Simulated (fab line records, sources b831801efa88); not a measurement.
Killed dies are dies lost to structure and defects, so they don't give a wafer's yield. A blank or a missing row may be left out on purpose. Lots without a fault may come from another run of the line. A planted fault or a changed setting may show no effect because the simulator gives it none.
Which tool did it? | flow sky130 | 11 lots, 33 wafers sampled, at 3 steps of a route of 708

WHAT THE GAUGES READ, wafer by wafer
SKY_POLY_GATE_THK_MEAS_21. Usual: POLY_GATE_OXIDATION_THK 3.99 nm, standard deviation 0.07.
lot  | measured     | on            | POLY_GATE_OXIDATION_THK (nm) | flag
L239 | day 16 13:17 | film_metro-03 | 4.03 3.91 4.00               |
L240 | day 17 02:14 | film_metro-02 | 4.09 4.11 4.05               |
L241 | day 17 10:04 | film_metro-03 | 3.99 3.99 3.82               |
L244 | day 18 11:13 | film_metro-02 | 3.96 3.94 3.92               |
L245 | day 19 00:59 | film_metro-01 | 4.04 3.96 4.04               |
L248 | day 19 23:41 | film_metro-02 | 4.03 4.04 4.00               |
L249 | day 20 10:37 | film_metro-03 | 3.97 3.98 3.99               |
L250 | day 20 21:11 | film_metro-03 | 3.90 3.92 3.88               |
L253 | day 21 16:20 | film_metro-03 | 3.99 3.98 3.94               |
L260 | day 24 04:44 | film_metro-01 | 3.55 3.59 3.62               | OFF
L259 | day 24 08:11 | film_metro-02 | 3.57 3.53 3.62               | OFF

SKY_CONTACT_OVL_MEAS_15. Usual: CONTACT_OVL 1 nm, standard deviation 5.
lot  | measured     | on         | CONTACT_OVL (nm) | flag
L239 | day 31 13:55 | overlay-01 | 9 6 10           |
L240 | day 32 03:37 | overlay-02 | 7 4 8            |
L241 | day 32 10:33 | overlay-02 | -14 -10 -1       |
L244 | day 33 09:55 | overlay-02 | 2 -1 2           |
L245 | day 33 20:49 | overlay-01 | -3 -3 -4         |
L248 | day 34 19:31 | overlay-01 | -2 0 3           |
L249 | day 35 02:30 | overlay-02 | -8 0 -11         |
L250 | day 35 09:06 | overlay-01 | 0 3 0            |
L253 | day 36 03:22 | overlay-02 | 4 4 2            |
L260 | day 38 04:36 | overlay-01 | -1 -3 -5         |
L259 | day 38 09:57 | overlay-01 | 12 7 4           |

WHICH TOOL RAN EACH LOT (tool, then ch and the chambers of the sampled wafers, then the start)
lot  | SKY_POLY_GATE_OXIDATION_20
L239 | furnace-01 ch 0, day 16 12:02
L240 | furnace-01 ch 0, day 17 00:58
L241 | furnace-02 ch 0, day 17 08:49
L244 | furnace-01 ch 0, day 18 09:58
L245 | furnace-01 ch 0, day 18 23:44
L248 | furnace-01 ch 0, day 19 22:26
L249 | furnace-01 ch 0, day 20 09:22
L250 | furnace-02 ch 0, day 20 19:55
L253 | furnace-02 ch 0, day 21 15:04
L260 | furnace-01 ch 0, day 24 03:29
L259 | furnace-01 ch 0, day 24 06:56
- SKY_POLY_GATE_OXIDATION_20: stabilise 600 s, purge 300 s, target thk 4 nm.

WHAT THE TOOLS THEMSELVES READ (means of the sampled wafers that have a number; where no wafer has one, the mark that the record gives instead)
SKY_POLY_GATE_OXIDATION_20. Usual: spike_tc_bottom_C 866.4 C, standard deviation 2.6; spike_tc_centre_C 850.3 C, standard deviation 1; spike_tc_lower_C 850.9 C, standard deviation 0.99; spike_tc_top_C 860.4 C, standard deviation 2.4; spike_tc_upper_C 848.8 C, standard deviation 1.2; tube_center_temp_C 850 C, standard deviation 0.075; tube_center_temp_C_max 852.1, standard deviation 0.35; zone_power_centre_pct 15.8 %, standard deviation 0.88.
lot  | tool       | spike_tc_bottom_C (C) | spike_tc_centre_C (C) | spike_tc_lower_C (C) | spike_tc_top_C (C) | spike_tc_upper_C (C) | tube_center_temp_C (C) | tube_center_temp_C_max | zone_power_centre_pct (%) | flag
L239 | furnace-01 | 865.5                 | 849.8                 | 851.6                | 861.9              | 848.5                | 850                    | 851.8                  | 15.1                      |
L240 | furnace-01 | 864.4                 | 851.5                 | 851.3                | 862.1              | 849.5                | 850                    | 852.0                  | 15.1                      |
L241 | furnace-02 | 870.0                 | 850.7                 | 850.2                | 857.0              | 848.0                | 850                    | 852.1                  | 17.1                      |
L244 | furnace-01 | 865.7                 | 849.5                 | 851.4                | 861.7              | 849.1                | 850                    | 852.3                  | 15.3                      |
L245 | furnace-01 | 865.1                 | 851.0                 | 850.9                | 861.1              | 850.3                | 850                    | 852.0                  | 15.3                      |
L248 | furnace-01 | 864.9                 | 850.3                 | 851.1                | 861.8              | 849.1                | 850                    | 852.1                  | 15.1                      |
L249 | furnace-01 | 864.9                 | 850.9                 | 851.4                | 862.2              | 849.8                | 850                    | 852.1                  | 15.1                      |
L250 | furnace-02 | 869.3                 | 849.9                 | 850.7                | 857.0              | 846.7                | 850                    | 852.5                  | 17.1                      |
L253 | furnace-02 | 870.3                 | 849.8                 | 849.7                | 856.3              | 847.4                | 850                    | 852.0                  | 17.1                      |
L260 | furnace-01 | 856.8                 | 842.1                 | 842.7                | 853.9              | 840.4                | 842                    | 844.3                  | 14.9                      | OFF
L259 | furnace-01 | 856.0                 | 842.6                 | 842.8                | 854.0              | 841.1                | 842                    | 843.9                  | 15.0                      | OFF

THE ANSWER, worked out from the rows above alone
Rule: a lot is off if the mean of its wafers that have a number lies more than 3 standard deviations from the usual mean. A lot without any number at a reading at which 4 lots or more have one is off too. The other lots that the step has rows for count as sound. The gauges are gone through in route order, then the tools' own readings, and for those a lot's mean is taken as printed above. The first step at which some lot is off is used, and at that step the reading that is off furthest; a lot without a number counts as furthest.
Off: L260, L259, at SKY_POLY_GATE_THK_MEAS_21 (POLY_GATE_OXIDATION_THK).
A tool fits if, at a process step before that reading, it ran every lot that is off, and no sound lot after the first of them. The gauges at SKY_POLY_GATE_THK_MEAS_21 aren't tried: what is off there is off at SKY_POLY_GATE_OXIDATION_20 too, on other tools, and a gauge's error can't cause that. One fits: furnace-01 at SKY_POLY_GATE_OXIDATION_20. Its last sound lot is L249 (day 20 09:22), its first lot that is off L260 (day 24 03:29): a fault that began between those two fits.
The tool's own readings at SKY_POLY_GATE_OXIDATION_20 bear it out: on the lots that are off they differ by more than 5 times the standard deviation of the sound lots' means. spike_tc_centre_C reads 842.4 C there against 850.4 C on the sound lots; spike_tc_lower_C reads 842.8 C there against 850.9 C on the sound lots; spike_tc_upper_C reads 840.8 C there against 848.7 C on the sound lots; tube_center_temp_C reads 842 C there against 850 C on the sound lots; tube_center_temp_C_max reads 844.1 there against 852.1 on the sound lots.

WHAT THE SIMULATOR HAD PUT IN
Process parameter drift: furnace-01, from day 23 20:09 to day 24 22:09, at SKY_POLY_GATE_OXIDATION_20. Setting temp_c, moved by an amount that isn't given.
Lots struck among those shown: L260, L259. The rule above found the same.
